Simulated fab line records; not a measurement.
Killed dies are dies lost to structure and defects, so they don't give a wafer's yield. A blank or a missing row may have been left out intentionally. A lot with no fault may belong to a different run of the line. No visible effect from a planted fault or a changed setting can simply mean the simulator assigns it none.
Chamber matching / flow gf180mcu / rieSi-02 running GF_STI_ETCH_14: 4 sister chambers
The step etches Si in HBr/Cl2/O2, target depth 360 nm, time 102.9 s. 14 wafers are shown with their chamber, then 7 later ones without.

## WAFERS PAIRED WITH THEIR CHAMBERS
wafer=L627.2; chamber=0; drypumpMotorCurrentA (A)=5.3; runLengthS (s)=131.6; oesProductAu (a.u.)=0.995
wafer=L627.3; chamber=2; drypumpMotorCurrentA (A)=4.9; runLengthS (s)=131.8; oesProductAu (a.u.)=1.009
wafer=L627.5; chamber=3; drypumpMotorCurrentA (A)=6.1; runLengthS (s)=131.0; oesProductAu (a.u.)=1.012
wafer=L628.1; chamber=0; drypumpMotorCurrentA (A)=5.3; runLengthS (s)=131.1; oesProductAu (a.u.)=0.994
wafer=L628.2; chamber=3; drypumpMotorCurrentA (A)=6.0; runLengthS (s)=130.6; oesProductAu (a.u.)=1.010
wafer=L628.5; chamber=3; drypumpMotorCurrentA (A)=6.0; runLengthS (s)=130.8; oesProductAu (a.u.)=1.009
wafer=L631.1; chamber=2; drypumpMotorCurrentA (A)=4.9; runLengthS (s)=131.6; oesProductAu (a.u.)=1.020
wafer=L631.2; chamber=0; drypumpMotorCurrentA (A)=5.3; runLengthS (s)=131.1; oesProductAu (a.u.)=1.006
wafer=L631.5; chamber=3; drypumpMotorCurrentA (A)=6.1; runLengthS (s)=130.7; oesProductAu (a.u.)=1.025
wafer=L632.1; chamber=0; drypumpMotorCurrentA (A)=5.3; runLengthS (s)=131.6; oesProductAu (a.u.)=1.000
wafer=L632.2; chamber=1; drypumpMotorCurrentA (A)=6.1; runLengthS (s)=130.9; oesProductAu (a.u.)=1.007
wafer=L632.3; chamber=3; drypumpMotorCurrentA (A)=6.0; runLengthS (s)=130.8; oesProductAu (a.u.)=1.021
wafer=L639.1; chamber=2; drypumpMotorCurrentA (A)=4.9; runLengthS (s)=132.4; oesProductAu (a.u.)=1.014
wafer=L639.2; chamber=0; drypumpMotorCurrentA (A)=5.3; runLengthS (s)=131.3; oesProductAu (a.u.)=0.994

SIGNATURES, as means of the wafers listed above
reading=drypumpMotorCurrentA; chamber 0=5.300; chamber 1=6.100; chamber 2=4.900; chamber 3=6.040; scatter within a chamber=0.0346
reading=runLengthS; chamber 0=131.340; chamber 1=130.900; chamber 2=131.933; chamber 3=130.780; scatter within a chamber=0.262
reading=oesProductAu; chamber 0=0.99780; chamber 1=1.00700; chamber 2=1.01433; chamber 3=1.01540; scatter within a chamber=0.00612
Rule: for each reading, subtract the chamber's mean from the wafer's reading, divide by that reading's scatter and square the result; add these up over the readings and take the root, which gives the wafer's distance from the chamber. The wafer belongs to the nearest chamber; if the next one is less than 2 further off, it can't be placed. How the scatter is found: for the shown wafers, subtract from each reading the mean of its chamber, square and add these, divide the total by (wafers less chambers), then take the root.

## WAFERS MISSING THEIR CHAMBER
wafer=L639.4; drypumpMotorCurrentA (A)=6.1; runLengthS (s)=130.6; oesProductAu (a.u.)=0.997
wafer=L640.1; drypumpMotorCurrentA (A)=6.0; runLengthS (s)=130.7; oesProductAu (a.u.)=1.017
wafer=L640.4; drypumpMotorCurrentA (A)=6.1; runLengthS (s)=130.3; oesProductAu (a.u.)=0.988
wafer=L640.5; drypumpMotorCurrentA (A)=5.3; runLengthS (s)=131.1; oesProductAu (a.u.)=0.990
wafer=L646.3; drypumpMotorCurrentA (A)=4.9; runLengthS (s)=132.0; oesProductAu (a.u.)=1.006
wafer=L646.4; drypumpMotorCurrentA (A)=6.1; runLengthS (s)=130.8; oesProductAu (a.u.)=1.017
wafer=L646.6; drypumpMotorCurrentA (A)=6.1; runLengthS (s)=130.2; oesProductAu (a.u.)=0.980

## WHICH CHAMBER EACH WENT THROUGH
wafer=L639.4; from the rows above=can't be placed: 1 or 3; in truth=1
wafer=L640.1; from the rows above=3; in truth=3
wafer=L640.4; from the rows above=can't be placed: 1 or 3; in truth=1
wafer=L640.5; from the rows above=0; in truth=0
wafer=L646.3; from the rows above=2; in truth=2
wafer=L646.4; from the rows above=can't be placed: 1 or 3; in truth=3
wafer=L646.6; from the rows above=can't be placed: 1 or 3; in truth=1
Placed correctly: 3 of 7. Can't be placed from these rows: 4 (the true chamber is among the candidates in 4). 0 placed wrongly.
